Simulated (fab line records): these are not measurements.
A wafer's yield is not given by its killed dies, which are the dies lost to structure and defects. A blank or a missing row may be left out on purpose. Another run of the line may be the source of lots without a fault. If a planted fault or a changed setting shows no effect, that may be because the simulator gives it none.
Which tool is to blame?    flow sky130    33 wafers from 11 lots sampled at 6 of the route's 708 steps

## WHAT EACH GAUGE READ, for each wafer
SKY_FIELD_ISO_THK_MEAS_04. Usual: FIELD_ISO_CVD_03_THK 165.2 nm, standard deviation 1.5.
lot   measured     on             FIELD_ISO_CVD_03_THK (nm)  flag
L190  day 1 19:08  film-metro-03  166.8 166.5 164.8          
L192  day 2 06:23  film-metro-04  163.6 165.7 165.6          
L196  day 3 01:36  film-metro-01  164.1 163.5 162.9          
L202  day 4 06:30  film-metro-01  166.4 166.1 166.0          
L203  day 4 11:29  film-metro-01  166.6 167.0 166.3          
L205  day 4 21:29  film-metro-04  165.8 165.7 164.7          
L207  day 5 07:44  film-metro-01  164.8 163.9 165.1          
L208  day 5 14:13  film-metro-03  165.3 165.9 166.4          
L209  day 5 17:54  film-metro-04  165.8 167.2 167.7          
L211  day 6 03:29  film-metro-01  165.3 165.2 165.1          
L212  day 6 09:43  film-metro-01  166.3 166.4 167.3          

SKY_VT_ADJUST_HVTP_TW_MEAS_11. Usual: VT_ADJUST_HVTP_TW 1359, standard deviation 8.9.
lot   measured      on             VT_ADJUST_HVTP_TW  flag
L190  day 6 07:21   film-metro-03  1362 1359 1358     
L192  day 6 22:26   film-metro-03  1356 1357 1364     
L196  day 7 20:55   film-metro-01  1341 1349 1342     
L202  day 9 14:25   film-metro-03  30 30 30 30 30 30  OFF
L203  day 9 15:30   film-metro-01  30 30 30 30 30 30  OFF
L205  day 10 05:53  film-metro-01  1356 1358 1357     
L207  day 10 16:06  film-metro-03  1362 1366 1362     
L208  day 11 01:03  film-metro-03  1356 1350 1358     
L209  day 11 09:16  film-metro-03  1360 1356 1368     
L211  day 11 19:43  film-metro-02  1358 1366 1359     
L212  day 12 01:07  film-metro-02  1367 1366 1370     

SKY_CONTACT_THK_MEAS_26: measures by xrf. Usual: CONTACT_W_THK 351 nm, standard deviation 4.6.
lot   measured      on             CONTACT_W_THK (nm)  flag
L190  day 31 23:16  film-metro-01  357 355 355         
L192  day 32 16:37  film-metro-04  352 353 351         
L196  day 33 19:06  film-metro-03  341 345 341         
L205  day 36 23:41  film-metro-01  346 350 349         
L207  day 37 09:19  film-metro-01  357 352 357         
L208  day 37 13:50  film-metro-04  355 345 352         
L209  day 38 02:20  film-metro-04  354 351 354         
L211  day 38 21:43  film-metro-04  349 342 353         
L212  day 38 14:49  film-metro-04  351 348 349         

## WHICH TOOL RAN EACH LOT (tool, then ch and the chambers of the sampled wafers, then the start)
lot   SKY_NWELL_STRIP_25                    SKY_VT_ADJUST_HVTP_STRIP_10           SKY_CONTACT_ETCH_18
L190  plasma-asher-01 ch 0,1, day 5 12:16   plasma-asher-03 ch 0,1, day 6 07:15   rie-diel-03 ch 1,3, day 31 23:16 or earlier
L192  plasma-asher-04 ch 0,1, day 6 02:52   plasma-asher-02 ch 0,1, day 6 22:20   rie-diel-02 ch 0,1,3, day 32 16:37 or earlier
L196  plasma-asher-03 ch 0,1, day 7 00:33   plasma-asher-03 ch 0,1, day 7 20:50   rie-diel-03 ch 0,1,3, day 33 19:06 or earlier
L202  plasma-asher-01 ch 0,1, day 8 16:16   plasma-asher-03 ch 0,1, day 9 14:20   -
L203  plasma-asher-03 ch 0,1, day 8 17:23   plasma-asher-01 ch 0,1, day 9 15:24   -
L205  plasma-asher-04 ch 0,1, day 9 06:50   plasma-asher-03 ch 0,1, day 10 05:46  rie-diel-04 ch 0,1,3, day 36 23:41 or earlier
L207  plasma-asher-03 ch 0,1, day 9 17:02   plasma-asher-02 ch 0,1, day 10 16:00  rie-diel-03 ch 0,2,3, day 37 09:19 or earlier
L208  plasma-asher-03 ch 0,1, day 10 01:46  plasma-asher-01 ch 0,1, day 11 00:57  rie-diel-04 ch 0,2,3, day 37 13:50 or earlier
L209  plasma-asher-01 ch 0,1, day 10 10:12  plasma-asher-03 ch 0,1, day 11 09:08  rie-diel-04 ch 0,2,3, day 38 02:20 or earlier
L211  plasma-asher-01 ch 0,1, day 10 19:17  plasma-asher-02 ch 0,1, day 11 19:36  rie-diel-04 ch 1,2,3, day 38 21:43 or earlier
L212  plasma-asher-01 ch 0,1, day 11 01:13  plasma-asher-01 ch 0,1, day 12 01:00  rie-diel-02 ch 0,1,2, day 38 14:49 or earlier
- SKY_NWELL_STRIP_25: strips in O2/N2.
- SKY_VT_ADJUST_HVTP_STRIP_10: strips in O2/N2.
- SKY_CONTACT_ETCH_18: etches Si3N4 in CHF3/O2, stops on TiN, time 39 s, target depth 75 nm.

## WHAT THE TOOLS THEMSELVES READ (means of the sampled wafers that have a number; where no wafer has one, the mark that the record gives instead)
SKY_NWELL_STRIP_25. Usual: chamber-pressure-mTorr 1500.0 mTorr, standard deviation 1.3; drypump-motor-current-A 5.6 A, standard deviation 0.36; oes-product-au 0.722 a.u., standard deviation 0.0048; strip-time-to-endpoint-s 36.92 s, standard deviation 0.086.
lot   tool             chamber-pressure-mTorr (mTorr)  drypump-motor-current-A (A)  oes-product-au (a.u.)  strip-time-to-endpoint-s (s)  flag
L190  plasma-asher-01  1500.1                          5.5                          0.720                  36.85                         
L192  plasma-asher-04  1499.7                          6.1                          0.723                  37.00                         
L196  plasma-asher-03  1500.4                          5.5                          0.718                  36.88                         
L202  plasma-asher-01  -                               -                            -                      -                             OFF
L203  plasma-asher-03  -                               -                            -                      -                             OFF
L205  plasma-asher-04  1501.0                          5.8                          0.718                  36.80                         
L207  plasma-asher-03  1499.8                          5.4                          0.725                  36.79                         
L208  plasma-asher-03  1499.9                          5.6                          0.723                  36.98                         
L209  plasma-asher-01  1500.2                          5.5                          0.720                  36.95                         
L211  plasma-asher-01  1499.8                          5.5                          0.726                  36.89                         
L212  plasma-asher-01  1500.8                          5.4                          0.722                  36.99                         

SKY_VT_ADJUST_HVTP_STRIP_10. Usual: chamber-pressure-mTorr 1500.0 mTorr, standard deviation 1.4; drypump-motor-current-A 5.5 A, standard deviation 0.33; oes-product-au 0.716 a.u., standard deviation 0.0045; strip-time-to-endpoint-s 14.17 s, standard deviation 0.04.
lot   tool             chamber-pressure-mTorr (mTorr)  drypump-motor-current-A (A)  oes-product-au (a.u.)  strip-time-to-endpoint-s (s)  flag
L190  plasma-asher-03  1500.4                          5.4                          0.712                  14.23                         
L192  plasma-asher-02  1499.5                          5.6                          0.720                  14.12                         
L196  plasma-asher-03  1500.5                          5.6                          0.715                  14.17                         
L202  plasma-asher-03  1500.6                          5.6                          0.728                  58.91                         OFF
L203  plasma-asher-01  1499.9                          5.4                          0.722                  58.66                         OFF
L205  plasma-asher-03  1501.8                          5.5                          0.717                  14.22                         
L207  plasma-asher-02  1501.2                          5.5                          0.715                  14.16                         
L208  plasma-asher-01  1499.5                          5.4                          0.715                  14.17                         
L209  plasma-asher-03  1500.1                          5.6                          0.720                  14.13                         
L211  plasma-asher-02  1499.9                          5.5                          0.714                  14.18                         
L212  plasma-asher-01  1500.1                          5.4                          0.721                  14.17                         

SKY_CONTACT_ETCH_18. Usual: O2_flow_sccm 4.998 sccm, standard deviation 0.015; drypump-motor-current-A 5.9 A, standard deviation 0.39; oes-product-au 0.852 a.u., standard deviation 0.0073; throttle-valve-pct 8.793 %, standard deviation 0.0096.
lot   tool         O2_flow_sccm (sccm)  drypump-motor-current-A (A)  oes-product-au (a.u.)  throttle-valve-pct (%)  flag
L190  rie-diel-03  5.002                6.0                          0.853                  8.788                   
L192  rie-diel-02  5.004                5.3                          0.855                  8.793                   
L196  rie-diel-03  4.993                6.1                          0.859                  8.786                   
L205  rie-diel-04  5.018                6.2                          0.851                  8.792                   
L207  rie-diel-03  5.000                6.0                          0.851                  8.790                   
L208  rie-diel-04  4.989                6.2                          0.850                  8.792                   
L209  rie-diel-04  5.004                6.2                          0.856                  8.801                   
L211  rie-diel-04  5.003                6.3                          0.850                  8.794                   
L212  rie-diel-02  4.991                5.5                          0.853                  8.799                   

## THE ANSWER, worked out from the rows above alone
Rule: lot off if the mean of its wafers having a number is beyond 3 standard deviations from the usual mean. Also off: a lot with no number at a reading for which 4 or more lots have one. All remaining lots with rows at the step are treated as sound. First the gauges in route order, then the tools' own readings, where a lot's mean is used as printed above. At the first step where some lot is off, the reading lying furthest off is the one used; lots without a number count as furthest.
Off: L202, L203, seen at SKY_VT_ADJUST_HVTP_TW_MEAS_11 (VT_ADJUST_HVTP_TW).
If a tool, at a process step before that reading, ran all the lots that are off and no sound lot after the first of them, it fits. The gauges at SKY_VT_ADJUST_HVTP_TW_MEAS_11 aren't tried: what is off there is off at SKY_NWELL_STRIP_25 too, on other tools, and a gauge's error can't cause that. Of those tried, none fits.

## WHAT HAD BEEN PUT IN BY THE SIMULATOR
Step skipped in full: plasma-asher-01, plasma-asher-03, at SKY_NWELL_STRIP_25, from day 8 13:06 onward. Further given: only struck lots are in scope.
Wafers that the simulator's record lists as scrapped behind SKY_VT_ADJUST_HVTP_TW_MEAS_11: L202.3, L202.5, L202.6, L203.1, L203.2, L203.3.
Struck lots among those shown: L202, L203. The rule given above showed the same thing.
